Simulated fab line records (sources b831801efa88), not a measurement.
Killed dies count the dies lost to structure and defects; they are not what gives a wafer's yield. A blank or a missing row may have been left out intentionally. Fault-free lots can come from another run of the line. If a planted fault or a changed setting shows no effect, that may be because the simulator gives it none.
Chamber matching -- flow sky130 -- SKY_CONTACT_ETCH_17 on rie_diel-02: 4 sister chambers
The step etches SiO2 in C4F8/O2/Ar, stops on Si3N4, target depth 340 nm. 4 wafers are shown with their chamber, then 10 later ones without.

EACH WAFER AND ITS CHAMBER
wafer,chamber,oes_product_au (a.u.)
L089.2,3,0.895
L092.1,0,0.886
L093.1,1,0.895
L093.4,2,0.885

WAFERS WHOSE CHAMBER IS MISSING
wafer,oes_product_au (a.u.)
L093.5,0.891
L094.1,0.897
L094.3,0.895
L094.6,0.896
L095.1,0.889
L095.5,0.897
L095.6,0.889
L096.2,0.897
L096.4,0.885
L096.6,0.893

EACH ONE'S CHAMBER
wafer,from the rows above,in truth
L093.5,can't be placed: 1 or 3 or 0 or 2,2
L094.1,can't be placed: 1 or 3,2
L094.3,can't be placed: 1 or 3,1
L094.6,can't be placed: 1 or 3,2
L095.1,can't be placed: 0 or 2 or 1 or 3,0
L095.5,can't be placed: 1 or 3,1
L095.6,can't be placed: 0 or 2 or 1 or 3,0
L096.2,can't be placed: 1 or 3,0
L096.4,can't be placed: 2 or 0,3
L096.6,can't be placed: 1 or 3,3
Placed correctly: 0 of 10. Not placeable from these rows: 10 (in 6, the candidates include the true chamber). Number placed wrongly: 0.
How it was worked out, from the rows above alone: a wafer's distance from a chamber is the root of the sum, over the readings, of the square of ((its reading less the chamber's mean) divided by the reading's scatter). If the next closest chamber is less than 2 further off than the closest, the wafer can't be placed; otherwise it belongs to the closest. Each chamber's mean is taken over the wafers shown for it. The scatter (one wafer shown for each chamber): square how far every hidden wafer sits from the nearest shown wafer, average those squares and take the square root.
